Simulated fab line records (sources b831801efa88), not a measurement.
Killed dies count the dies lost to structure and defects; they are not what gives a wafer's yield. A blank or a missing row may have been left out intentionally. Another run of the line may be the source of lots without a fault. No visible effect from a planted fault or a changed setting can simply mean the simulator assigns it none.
Struck lot and sound lot, side by side -- flow sky130 -- 18 steps out of a route of 708
Sound: these wafers, L756.3, L756.4, L756.5. Struck: wafer L766.1 (left out: L766.2, L766.5 of the same lot, which were not struck); the cause appears at the end.
Per side, at each step with rows, come the tool, then ch with its chambers, and then its first start. Under that, the readings that differ: sound wafers -- struck wafers -- difference of the means -- sigmas: that difference in standard deviations of wafers without a fault.
alike: readings with means less than 2 such deviations apart, plus words and numbers identical on both sides. not compared: withheld readings, readings lacking a value on some wafer, bounds such as >300 that could conceal the same value, and numbers that have no deviation in the record and whose values overlap.
Wherever a step has rows on one side only, a row that says differs or no value, or a row with sigmas, the two part there. Non-overlapping numbers with no deviation appear without sigmas and do not part them. A reading missing from all wafers of one side parts the sides only when that side holds two or more wafers.

SKY_CONTACT_ETCH_18: etches Si3N4 in CHF3/O2, stops on TiN, time 39 s, target depth 75 nm.
  sound on rieDiel-02 ch 1,2,3; struck on rieDiel-02 ch 0
  alike: drypumpMotorCurrentA, oesProductAu, throttleValvePct
  not compared: rfHoursCounterH
SKY_CONTACT_STRIP_19: strips in O2/N2.
  sound on plasmaAsher-03 ch 0,1, day 33 00:49; struck on plasmaAsher-03 ch 0, day 36 02:05
reading,sound,struck,difference,sigmas
rfHoursCounterH (h),- - -,41,no value on the sound wafers,
  alike: drypumpMotorCurrentA, oesProductAu, stripTimeToEndpointS
then, 5 steps without rows for these wafers: SKY_CONTACT_STRIP_20 (strips in post etch residue remover, time 1200 s); SKY_CONTACT_CLEAN_21 (cleans in IPA, time 180 s); SKY_CONTACT_CLEAN_22 (cleans in O3/DIW); SKY_CONTACT_SPUTTER_23 (material TiN, target thk 20 nm, time 80 s); SKY_CONTACT_CVD_24 (deposits W, target thk 340 nm, time 102.12 s).
SKY_CONTACT_RS_MEAS_25: uses a four-point probe to measure.
  sound: filmMetro-03 at day 33 01:35; struck: filmMetro-02 at day 36 02:50
  alike: CONTACT_W_RS
SKY_CONTACT_THK_MEAS_26: measures by xrf.
  sound: filmMetro-03 at day 33 01:41; struck: filmMetro-02 at day 36 02:58
  alike: CONTACT_W_THK
SKY_CONTACT_CMP_27: polishes, stops on SiO2, t overpolish 15 s, target thk 0 nm.
  sound on cmp-02 ch 0,3, day 33 01:43; struck on cmp-02 ch 2, day 36 03:01
  alike: headPressurePsi, motorCurrentA, overpolishRunS, timeToEndpointS
SKY_METAL1_SPUTTER_00: material Ti, target thk 15 nm, time 10 s.
  sound: pvdSputter-04 at day 33 02:01; struck: pvdSputter-04 at day 36 03:19
  alike: cathodeDcPowerW, throttleValvePct
then, 1 step without rows for these wafers: SKY_METAL1_SPUTTER_01 (material TiN, target thk 20 nm, time 16.7 s).
SKY_METAL1_SPUTTER_02: material AlCu, target thk 250 nm, time 13.3 s.
  sound: pvdSputter-04 at day 33 02:04; struck: pvdSputter-04 at day 36 03:22
reading,sound,struck,difference,sigmas
model.AlCu_of_METAL1_SPUTTER_02.thkNm (nm),252.9 248.9 251.5,269.7,+18.6,
  alike: cathodeDcPowerW, throttleValvePct
SKY_METAL1_SPUTTER_03: material Ti, target thk 5 nm, time 3.3 s.
  sound: pvdSputter-04 at day 33 02:06; struck: pvdSputter-04 at day 36 03:24
  alike: cathodeDcPowerW, throttleValvePct
then, 1 step without rows for these wafers: SKY_METAL1_SPUTTER_04 (material TiN, target thk 70 nm, time 58.3 s).
SKY_METAL1_RS_MEAS_05: uses a four-point probe to measure.
  sound: filmMetro-03 at day 33 02:12; struck: filmMetro-03 at day 36 03:45
reading,sound,struck,difference,sigmas
METAL1_ALCU_RS (ohm/sq),0.1254 0.1272 0.1260,0.1173,-0.0089,-5
  not compared: hold
SKY_METAL1_THK_MEAS_06: measures by xrf.
  sound: filmMetro-03 at day 33 02:18; struck: filmMetro-03 at day 36 10:38
reading,sound,struck,difference,sigmas
METAL1_ALCU_THK (nm),255 250 253,275,+22,+6
  not compared: hold
-- the record jumps here: 13 days lie between the struck wafers' starts before and after (it left off in module METAL1 and takes up again in module PAD_OPEN, whose first step shown is number 708 of the route) --
SKY_PAD_OPEN_PROBE_99:
  sound: prober-01 at day 47 01:00; struck: prober-01 at day 49 03:39
reading,sound,struck,difference,sigmas
killedAtContacts,25 25 34,16,-12,-2
sort_bin_6_memory (%),6.3 6.5 8.1,3.9,-3.1,-3
model.etest.met1.lineOhmUm,0.9192 0.9516 0.9127,0.8322,-0.0956,
model.etest.met1.rsOhmSq,0.1276 0.1285 0.1268,0.1183,-0.0093,
  alike: defectLimitedYield, killed_at_M0_to_M3, killed_at_M4_up, killedAtFrontEnd, killedAtOther, killedDies, killedOpen, killedShort, sort_bin_3_pad_short, sort_bin_5_function, sortNPass, sortYieldPct

== WHERE THEY PART ==
First at SKY_CONTACT_STRIP_19; last, within this record, at SKY_PAD_OPEN_PROBE_99.

WHY: what had been put in by the simulator
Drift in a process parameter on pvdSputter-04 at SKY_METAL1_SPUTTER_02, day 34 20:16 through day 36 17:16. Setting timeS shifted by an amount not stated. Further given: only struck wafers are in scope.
